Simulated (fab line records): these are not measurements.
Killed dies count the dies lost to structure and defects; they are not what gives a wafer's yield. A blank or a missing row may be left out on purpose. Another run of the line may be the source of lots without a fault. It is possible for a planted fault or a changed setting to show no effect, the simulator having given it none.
Matching of chambers | flow sky130 | rie_si-01 running SKY_FIELD_ISO_ETCH_17: 4 sister chambers
The step etches Si in HBr/Cl2/O2, target depth 342 nm, time 97.7 s. 7 wafers are shown with their chamber, then 7 later ones without.

== WAFERS WITH THEIR CHAMBER ==
wafer  | chamber | oes_product_au (a.u.) | throttle_valve_pct (%)
L619.3 | 3       | 1.013                 | 25.634
L619.6 | 3       | 1.013                 | 25.648
L621.4 | 2       | 1.007                 | 25.664
L628.4 | 1       | 0.985                 | 25.677
L628.5 | 0       | 0.991                 | 25.659
L628.6 | 1       | 0.982                 | 25.672
L633.4 | 0       | 1.008                 | 25.633

== WAFERS WITHOUT THEIR CHAMBER ==
wafer  | oes_product_au (a.u.) | throttle_valve_pct (%)
L633.5 | 1.005                 | 25.655
L633.6 | 0.990                 | 25.663
L634.1 | 0.993                 | 25.650
L634.3 | 0.997                 | 25.678
L634.4 | 1.004                 | 25.667
L642.3 | 1.002                 | 25.653
L642.5 | 0.991                 | 25.655

== EACH ONE'S CHAMBER ==
wafer  | from the rows above               | in truth
L633.5 | can't be placed: 2 or 0 or 3      | 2
L633.6 | can't be placed: 1 or 0 or 2      | 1
L634.1 | can't be placed: 0 or 2 or 1 or 3 | 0
L634.3 | can't be placed: 2 or 1 or 0 or 3 | 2
L634.4 | can't be placed: 2 or 0 or 3      | 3
L642.3 | can't be placed: 0 or 2 or 3      | 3
L642.5 | can't be placed: 0 or 1 or 2 or 3 | 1
Placed correctly: 0 of 7. Not placeable from these rows: 7 (in 7, the candidates include the true chamber). 0 placed wrongly.
How it was worked out, from the rows above alone: a wafer's distance from a chamber is the root of the sum, over the readings, of the square of ((its reading less the chamber's mean) divided by the reading's scatter). If the next closest chamber is less than 2 further off than the closest, the wafer can't be placed; otherwise it belongs to the closest. Each chamber's mean is taken over the wafers shown for it. The scatter: the root of (the sum of the squares of (reading less its chamber's mean) over the shown wafers, divided by (wafers less chambers)).
